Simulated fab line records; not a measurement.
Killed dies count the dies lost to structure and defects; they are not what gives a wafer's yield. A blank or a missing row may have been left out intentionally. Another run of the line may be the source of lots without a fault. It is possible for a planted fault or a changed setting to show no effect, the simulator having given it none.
2 desks, one fault | flow sky130 | every desk sees just its own numbers, and what lay behind them comes last

THE TOOL OWNER'S DESK: pecvd-02
The tool's own readings at SKY_CONTACT_CVD_00 (deposits Si3N4, target thk 75 nm): means of the sampled wafers that have a number, for each lot that ran on this tool. A lot is out of limits, marked OUT, if its mean lies more than 4 standard deviations from the usual mean; the brackets give that distance.
Columns: A = heater power w at SKY_CONTACT_CVD_00, usual 712 W; B = susceptor temp C at SKY_CONTACT_CVD_00, usual 400.04 C
lot  | first seen here | A   | B
L342 | day 31 15:44    | 751 | 400.19
L344 | day 32 04:49    | 769 | 400.16
L346 | day 33 08:37    | 738 | 400.04
L348 | day 33 19:19    | 765 | 400.11
L354 | day 35 21:23    | 720 | 399.94
L356 | day 36 05:45    | 730 | 399.77
L358 | day 37 00:43    | 838 | 399.84
Finding of this desk: none of the 7 lots has anything out of limits.

METROLOGY DESK
Lot by lot, what the gauges showed, no matter which tool ran the lot: averages of those sampled wafers that carry a number. A lot is out of limits, marked OUT, if its mean lies more than 4 standard deviations from the usual mean; the brackets give that distance.
Columns: A = LOCAL_INTERCONNECT_OVL at SKY_LOCAL_INTERCONNECT_OVL_MEAS_12, usual 2 nm; B = CONTACT_CVD_00_THK at SKY_CONTACT_THK_MEAS_01, usual 75.4 nm; C = CONTACT_OVL at SKY_CONTACT_OVL_MEAS_15, usual -1 nm
lot  | first seen here | A | B               | C
L339 | day 30 12:47    | 3 | 75.1            | -4
L340 | day 30 17:53    | 1 | 75.8            | 3
L342 | day 31 14:59    | 5 | 75.1            | 10
L344 | day 32 04:02    | 0 | 75.8            | -2
L346 | day 33 07:51    | 4 | 75.1            | -1
L348 | day 33 18:32    | 3 | 74.9            | -2
L351 | day 34 19:47    | 3 | 75.8            | 3
L354 | day 35 20:38    | 5 | 77.5            | -8
L356 | day 36 05:00    | 7 | 82.7 (+7.2) OUT | -3
L358 | day 36 23:56    | 7 | 77.5            | -1
L361 | day 38 01:44    | 5 | 74.3            | -6
L362 | day 38 11:30    | 3 | 75.2            | 1
Finding of this desk: L356 out of limits, first seen on L356 at day 36 05:48 (CONTACT_CVD_00_THK at SKY_CONTACT_THK_MEAS_01). L339, L340, L342, L344, L346, L348, L351, L354, L358, L361, L362 stayed within limits.

PUT TOGETHER
On L356, the metrology desk was in a position to raise an alarm at day 36 05:48.
The tool owner's desk saw nothing out of limits.
Tool owner's desk: L356 on record, inside its limits.
All the named lots went through SKY_CONTACT_CVD_00 on pecvd-02.

WHAT THE SIMULATOR HAD INSERTED
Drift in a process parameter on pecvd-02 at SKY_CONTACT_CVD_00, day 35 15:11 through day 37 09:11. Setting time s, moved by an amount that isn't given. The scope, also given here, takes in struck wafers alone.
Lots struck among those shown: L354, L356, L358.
Delay in hours, fault start to first out-of-limits reading, per desk: metrology desk 15.
